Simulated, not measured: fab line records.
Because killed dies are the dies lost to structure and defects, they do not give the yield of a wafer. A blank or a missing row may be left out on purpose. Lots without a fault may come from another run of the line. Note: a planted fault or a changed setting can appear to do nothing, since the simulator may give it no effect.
fab line records    flow gf180mcu
record: lots: 5  wafers: 15  last-day: 34
route steps=602 shown M1@319 PASSIVATION@602
lots that met no fault: from a run of the same line without faults
start-h: hours from the record's opening day to when the first of the lot's shown wafers began    wait-h: hours from the lot's prior step to this one    " unchanged from the row above    L1.1+2: a row that stands for several wafers    - no value, or no start was given    * or withheld: withheld    < > ~ a bound
route shown NAME@n: a module of which the file shows steps, and the number in the route of the first    usual: the fault-free wafers' mean and standard deviation    same: alike in all rows    chamber/n: place in a boat    sites: each site's reading    _std_site: standard deviation across them    _edge_site: outer sites' mean less inner sites'    radius-mm: for every site, how far away it sits from the centre of the wafer    mask NAME#n: copy n    behind: tool/chamber where the wafer was last shaped    hold: what put the lot on hold/how long, in hours/how the hold closed    device: the n, p or np transistor that did not switch    end of line: at the end of the route, the tests of the same wafers    a step without rows: its recipe alone    killed: the dies lost at the first sort to structure and to defects; this is not the yield of the wafer    map: shows each die of a wafer: x if killed, . if not, _ if none is there
set.NAME: the setting that was run; set.NAME@STEP: the one run at that earlier step    model.NAME: the simulator's own value behind a step, which no gauge read
lots at selected steps of the route; one table per step, one row per wafer
services: a tool's chamber out of use, with start hour (start-h, from the record's first day; less than 0 if before it), hours out, and reason
== steps ==
step: GF_M1_SPUTTER_04
recipe: material: TiN  target-thk-nm: 50  power-w: 6500  time-s: 41.7  chamber-pressure-pa: 0.4
usual: chamber-pressure-pa: 0.4000/0.00086  throttle-valve-pct: 30.0/0.51
lot.wafer  tool            chamber  start-h  wait-h  chamber-pressure-pa  throttle-valve-pct
L107.1     pvd-sputter-03  -        367.22   0.0     0.3999               31.4
L107.4     "               -        "        "       0.3988               30.2
L107.6     "               -        "        "       0.4002               31.0
L112.2     pvd-sputter-03  -        416.56   0.0     0.3997               29.9
L112.3     "               -        "        "       0.4007               31.2
L112.5     "               -        "        "       0.3995               31.0
L123.1     pvd-sputter-01  -        513.10   0.0     0.4004               29.7
L123.5     "               -        "        "       0.4005               29.4
L123.6     "               -        "        "       0.4015               30.3
L128.3     pvd-sputter-01  -        552.53   0.0     0.3996               30.1
L128.4     "               -        "        "       0.4010               30.0
L128.6     "               -        "        "       0.3992               30.2
L129.3     pvd-sputter-04  -        561.15   0.0     0.4018               29.0
L129.4     "               -        "        "       0.4001               30.5
L129.5     "               -        "        "       0.4006               29.7
step: GF_M1_RS_MEAS_05
recipe: thk-meas-gauge: four-point-probe  reads: TiN_of_M1_SPUTTER_04+Ti_of_M1_SPUTTER_03+AlCu_of_M1_SPUTTER_02+TiN_of_M1_SPUTTER_01+Ti_of_M1_SPUTTER_00
usual: M1_ALCU_RS: 0.0694/0.001
lot.wafer  tool           chamber  start-h  wait-h  M1_ALCU_RS[ohm/sq]
L107.1     film-metro-03  -        367.26   0.0     0.0695
L107.4     "              -        "        "       0.0697
L107.6     "              -        "        "       0.0693
L112.2     film-metro-04  -        416.62   0.0     0.0702
L112.3     "              -        "        "       0.0696
L112.5     "              -        "        "       0.0691
L123.1     film-metro-02  -        513.14   0.0     0.0693
L123.5     "              -        "        "       0.0703
L123.6     "              -        "        "       0.0685
L128.3     film-metro-04  -        552.61   0.1     0.0683
L128.4     "              -        "        "       0.0690
L128.6     "              -        "        "       0.0687
L129.3     film-metro-03  -        561.23   0.1     0.0713
L129.4     "              -        "        "       0.0703
L129.5     "              -        "        "       0.0683
step: GF_M1_THK_MEAS_06
recipe: thk-meas-gauge: xrf  reads: AlCu_of_M1_SPUTTER_02
usual: M1_ALCU_THK: 442/7.1
lot.wafer  tool           chamber  start-h  wait-h  M1_ALCU_THK[nm]
L107.1     film-metro-03  -        367.38   0.1     446
L107.4     "              -        "        "       444
L107.6     "              -        "        "       448
L112.2     film-metro-04  -        416.73   0.1     432
L112.3     "              -        "        "       439
L112.5     "              -        "        "       440
L123.1     film-metro-02  -        513.26   0.1     441
L123.5     "              -        "        "       436
L123.6     "              -        "        "       446
L128.3     film-metro-04  -        552.71   0.1     450
L128.4     "              -        "        "       444
L128.6     "              -        "        "       444
L129.3     film-metro-03  -        561.33   0.1     434
L129.4     "              -        "        "       440
L129.5     "              -        "        "       452
step: GF_M1_DEHYDRATE_07
recipe: temp-c: 200  time-s: 60
step: GF_M1_HMDS_08
recipe: prime-time-s: 60  prime-temp-c: 120
step: GF_M1_COAT_09
recipe: resist: KrF  spin-rpm: withheld  resist-thk-nm: 1000
step: GF_M1_SOFTBAKE_10
recipe: temp-c: 130  time-s: 60  resist: KrF
step: GF_M1_EXPOSE_11
recipe: mask-id: Metal1  target-cd-nm: 230  na: 0.68  source-shape: conventional  sigma-outer: 0.6  dose-mj: 28
step: GF_M1_PEB_12
recipe: peb-temp-c: 135  peb-time-s: 90  resist: KrF
step: GF_M1_DEVELOP_13
recipe: develop-time-s: 60  dev-temp-c: 21
step: GF_M1_CD_MEAS_14
recipe: target-cd-nm: 230
usual: cd-nm: 230.5/1.3
lot.wafer  tool       chamber  start-h  wait-h  cd-nm
L107.1     cd-sem-02  -        388.64   0.1     231.5
L107.4     "          -        "        "       231.1
L107.6     "          -        "        "       231.0
L112.2     cd-sem-02  -        440.53   0.1     228.3
L112.3     "          -        "        "       227.3
L112.5     "          -        "        "       228.1
L123.1     cd-sem-01  -        536.06   0.1     231.3
L123.5     "          -        "        "       231.2
L123.6     "          -        "        "       231.4
L128.3     cd-sem-02  -        573.63   0.1     230.7
L128.4     "          -        "        "       229.2
L128.6     "          -        "        "       230.7
L129.3     cd-sem-02  -        582.64   0.1     231.4
L129.4     "          -        "        "       230.9
L129.5     "          -        "        "       232.3
step: GF_M1_OVL_MEAS_15
usual: M1_OVL: 1/4.9
lot.wafer  tool        chamber  start-h  wait-h  M1_OVL[nm]
L107.1     overlay-01  -        388.76   0.1     3
L107.4     "           -        "        "       5
L107.6     "           -        "        "       9
L112.2     overlay-01  -        440.63   0.1     3
L112.3     "           -        "        "       8
L112.5     "           -        "        "       15
L123.1     overlay-01  -        536.18   0.1     4
L123.5     "           -        "        "       -3
L123.6     "           -        "        "       0
L128.3     overlay-01  -        573.72   0.1     2
L128.4     "           -        "        "       -1
L128.6     "           -        "        "       -7
L129.3     overlay-02  -        582.73   0.1     3
L129.4     "           -        "        "       0
L129.5     "           -        "        "       -2
step: GF_M1_METAL_ETCH_16
recipe: chemistry: Cl2/BCl3  mask-material: KrF  target-depth-nm: 627.5  stop-on: SiO2  pressure-mtorr: 8  icp-w: 800  bias-w: 140  Cl2_flow_sccm: 80  bcl3-flow-sccm: 40  time-s: 104.6
usual: drypump-motor-current-A: 5.7/0.35  oes-product-au: 0.973/0.0076  rf-fwd-power-W: 796.0/2.5  throttle-valve-pct: 28.250/0.012
lot.wafer  tool          chamber  start-h  wait-h  drypump-motor-current-A  oes-product-au  rf-fwd-power-W  rf-hours-counter-h  throttle-valve-pct  model.M1.feature-depth-nm  model.etch.depth-nm  model.KrF_of_M1_COAT_09.thk-nm
L107.1     rie-metal-01  0        388.80   0.0     5.7                      0.968           793.6           7.7                 28.261              603.3                      603.3                734.1
L107.4     "             1        "        "       6.2                      0.969           792.6           -                   28.245              601.6                      601.6                731.8
L107.6     "             1        "        "       6.2                      0.982           791.0           -                   28.232              604.3                      604.3                730.4
L112.2     rie-metal-03  0        440.66   0.0     5.8                      0.968           797.8           7.4                 28.250              598.5                      598.5                726.4
L112.3     "             0        "        "       5.9                      0.977           796.8           -                   28.244              602.6                      602.6                730.2
L112.5     "             1        "        "       5.2                      0.976           800.8           -                   28.243              604.2                      604.2                727.8
L123.1     rie-metal-01  1        536.21   0.0     6.3                      0.975           793.7           9.4                 28.249              602.1                      602.1                729.3
L123.5     "             1        "        "       6.2                      0.963           795.9           -                   28.252              596.5                      596.5                733.9
L123.6     "             0        "        "       5.7                      0.899           673.4           -                   28.335              524.1                      524.1                771.3
L128.3     rie-metal-03  0        573.78   0.1     5.8                      0.979           794.6           -                   28.226              613.2                      613.2                733.2
L128.4     "             1        "        "       5.2                      0.978           797.2           -                   28.252              605.3                      605.3                727.5
L128.6     "             0        "        "       5.9                      0.978           798.4           -                   28.229              610.9                      610.9                730
L129.3     rie-metal-02  0        582.79   0.1     5.6                      0.957           796.3           -                   28.264              592                        592                  735.9
L129.4     "             1        "        "       5.8                      0.967           795.6           -                   28.266              600.7                      600.7                744
L129.5     "             1        "        "       5.8                      0.974           799.8           -                   28.255              608.6                      608.6                742.8
step: GF_M1_STRIP_17
recipe: chemistry: O2/N2  power-w: 1400  pressure-mtorr: 1500  platen-temp-c: 250  o2-flow-sccm: 3000  n2-flow-sccm: 300  overash-fraction: 0.5
usual: drypump-motor-current-A: 5.7/0.56  heater-power-w: 334/40  oes-product-au: 0.558/0.0049  strip-time-to-endpoint-s: 7.87/0.057
lot.wafer  tool             chamber  start-h  wait-h  drypump-motor-current-A  heater-power-w  oes-product-au  rf-hours-counter-h  strip-time-to-endpoint-s
L107.1     plasma-asher-04  1        388.91   0.1     5.5                      290             0.554           76                  7.87
L107.4     "                0        "        "       6.6                      389             0.555           -                   7.85
L107.6     "                1        "        "       5.5                      295             0.559           -                   7.84
L112.2     plasma-asher-04  1        440.77   0.1     5.5                      290             0.557           82                  7.79
L112.3     "                0        "        "       6.6                      379             0.553           -                   7.82
L112.5     "                0        "        "       6.6                      392             0.550           -                   7.79
L123.1     plasma-asher-01  1        536.32   0.1     6.2                      333             0.560           76                  7.82
L123.5     "                0        "        "       4.9                      318             0.556           -                   7.86
L123.6     "                1        "        "       6.2                      328             0.570           -                   8.24
L128.3     plasma-asher-04  1        573.89   0.1     5.5                      294             0.565           -                   7.85
L128.4     "                0        "        "       6.6                      388             0.561           -                   7.80
L128.6     "                1        "        "       5.5                      290             0.550           -                   7.83
L129.3     plasma-asher-02  1        582.90   0.1     5.6                      293             0.559           -                   7.88
L129.4     "                0        "        "       5.3                      392             0.561           -                   7.96
L129.5     "                0        "        "       5.3                      386             0.562           -                   7.95
step: GF_M1_STRIP_18
recipe: chemistry: post-etch-residue-remover  time-s: 1200  temp-c: 72.5
step: GF_PASSIVATION_PROBE_99
lot.wafer   tool       chamber  start-h  wait-h  model.etest.met2-comb.over-limit  model.etest.pmos_3p3.over-limit  model.etest.iso-nwell-nwell.over-limit  model.etest.ldnmos_10p0.over-limit  model.etest.met5-comb.over-limit  model.etest.nmos_6p0.over-limit  model.etest.pmos_3p3_min.over-limit  model.etest.iso-dnwell-dnwell.over-limit
L107.1+4+6  prober-02  -        672.23   0.1     0                                 0                                0                                       0                                   0                                 0                                0                                    0
L112.2+3+5  prober-01  -        714.26   0.1     0                                 0                                0                                       0                                   0                                 0                                0                                    0
L123.1+5    prober-01  -        785.39   0.1     0                                 0                                0                                       0                                   0                                 0                                0                                    0
L123.6      prober-01  -        785.64   0.2     1                                 1                                1                                       1                                   1                                 1                                1                                    1
L128.3+4+6  prober-02  -        809.66   0.2     0                                 0                                0                                       0                                   0                                 0                                0                                    0
L129.3+4+5  prober-01  -        815.96   0.2     0                                 0                                0                                       0                                   0                                 0                                0                                    0
killed by level:class
L107.1 V1:geometric-particle:open=7 V2:geometric-particle:open=5 STI:geometric-particle:open=3 CONTACT:geometric-particle:short=3 V3:geometric-particle:short=3 V4:geometric-particle:open=3 CONTACT:geometric-particle:open=2 V5:geometric-particle:short=2
L107.4 V1:geometric-particle:open=6 CONTACT:geometric-particle:open=5 V3:geometric-particle:open=5 CONTACT:geometric-particle:short=3 M2:geometric-particle:open=3 V2:geometric-particle:open=3 M4:geometric-particle:short=3 V5:geometric-particle:open=3
L107.6 V2:geometric-particle:open=8 V5:geometric-particle:short=8 M1:geometric-particle:short=4 POLY_GATE:geometric-particle:open=3 CONTACT:geometric-particle:open=3 V1:geometric-particle:short=3 V3:geometric-particle:open=3 V4:geometric-particle:open=3
L112.2 CONTACT:geometric-particle:open=6 CONTACT:geometric-particle:short=5 STI:geometric-particle:open=3 V3:geometric-particle:open=3 V5:geometric-particle:open=3 M4:geometric-particle:short=2 POLY_GATE:geometric-particle:open=2 HV_LDD:geometric-particle:open=2
L112.3 CONTACT:geometric-particle:open=5 V5:geometric-particle:open=5 M1:geometric-particle:short=4 V1:geometric-particle:open=4 SALICIDE:geometric-particle:short=3 V2:geometric-particle:open=3 V4:geometric-particle:open=3 STI:geometric-particle:short=2
L112.5 STI:geometric-particle:short=5 V2:geometric-particle:open=5 V5:geometric-particle:open=5 CONTACT:geometric-particle:open=4 V1:geometric-particle:short=3 M2:geometric-particle:short=3 M4:geometric-particle:short=3 M1:geometric-particle:short=2
L128.3 V5:geometric-particle:open=8 V2:geometric-particle:open=7 V3:geometric-particle:open=6 CONTACT:geometric-particle:open=3 M1:geometric-particle:short=3 V1:geometric-particle:short=3 V3:geometric-particle:short=3 STI:geometric-particle:short=2
L128.4 V5:geometric-particle:short=5 V1:geometric-particle:open=5 V4:geometric-particle:open=5 STI:geometric-particle:short=3 POLY_GATE:geometric-particle:open=3 CONTACT:geometric-particle:open=3 CONTACT:geometric-particle:short=3 V1:geometric-particle:short=3
L128.6 V5:geometric-particle:open=5 V4:geometric-particle:open=5 CONTACT:geometric-particle:open=4 M1:geometric-particle:short=4 V2:geometric-particle:open=4 CONTACT:geometric-particle:short=3 V2:geometric-particle:short=2 V1:geometric-particle:open=2
L129.3 V2:geometric-particle:open=6 V5:geometric-particle:open=6 M2:geometric-particle:short=5 CONTACT:geometric-particle:open=4 CONTACT:geometric-particle:short=3 V1:geometric-particle:short=3 V4:geometric-particle:open=3 STI:geometric-particle:short=2
L129.4 V4:geometric-particle:open=6 STI:geometric-particle:open=5 CONTACT:geometric-particle:open=5 V2:geometric-particle:open=3 STI:geometric-particle:short=2 POLY_GATE:geometric-particle:short=2 M1:geometric-particle:short=2 V1:geometric-particle:open=2
L129.5 V2:geometric-particle:open=5 V3:geometric-particle:open=5 CONTACT:geometric-particle:open=4 M4:geometric-particle:short=3 POLY_GATE:geometric-particle:short=2 POLY_GATE:geometric-particle:open=2 V1:geometric-particle:open=2 V2:geometric-particle:short=2
== services ==
tool             chamber  start-h  hours  kind
pvd-sputter-01   -        357.03   0.6    repair
pvd-sputter-01   1        375.56   -      consumable-replace:kit
pvd-sputter-01   1        375.56   18.0   scheduled-down
pvd-sputter-01   1        375.56   18.0   vent-cycle
rie-metal-01     -        383.13   0.1    repair
pvd-sputter-03   0        388.29   -      consumable-replace:kit
pvd-sputter-03   0        388.29   18.0   scheduled-down
pvd-sputter-03   0        388.29   18.0   vent-cycle
rie-metal-03     -        393.71   2.8    pm
rie-metal-03     -        413.20   0.6    repair
pvd-sputter-04   -        426.03   3.2    repair
plasma-asher-04  -        426.14   2.6    repair
rie-metal-03     -        496.12   0.7    repair
rie-metal-01     1        499.31   20.0   repair
rie-metal-01     0        513.85   11.1   repair
pvd-sputter-01   -        517.94   1.8    repair
pvd-sputter-03   3        530.42   -      consumable-replace:kit
pvd-sputter-03   3        530.42   18.0   scheduled-down
pvd-sputter-03   3        530.42   18.0   vent-cycle
rie-metal-01     -        533.62   2.2    repair
pvd-sputter-01   0        536.29   -      consumable-replace:kit
pvd-sputter-01   0        536.29   18.0   scheduled-down
plasma-asher-04  -        547.50   13.7   repair
plasma-asher-01  -        576.58   14.6   pm
== key ==
first-sign: step: GF_M1_METAL_ETCH_16  reading: rf-fwd-power-W  direction: down  sigmas: 49  usual: 796.0  struck: 673.4
effect: step: GF_M1_METAL_ETCH_16  reading: oes-product-au  direction: down  sigmas: 9.7  usual: 0.973  struck: 0.899
effect: step: GF_M1_STRIP_17  reading: strip-time-to-endpoint-s  direction: up  sigmas: 6.6  usual: *  struck: *
model-effect: step: GF_M1_METAL_ETCH_16  value: M1.feature-depth-nm  without: 609.1  struck: 524.1
model-effect: step: GF_PASSIVATION_PROBE_99  value: etest.met2-comb.over-limit  without: 0  struck: 1
met-at GF_M1_METAL_ETCH_16
struck-wafers L123.6
sort-left-out L123.6
onset-between 388.80 536.21
fault: kind: process-parameter-drift  tool: rie-metal-01  chamber: 0  onset-h: 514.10  steps: GF_M1_METAL_ETCH_16  channel: icp-w  offset: -128  shape: step  end-h: 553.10  acts-in: these-recipes-only  stated: 800
sort-left-out: the simulated sort isn't trusted on such a fault, so these wafers' sort isn't shown, and their yield isn't known
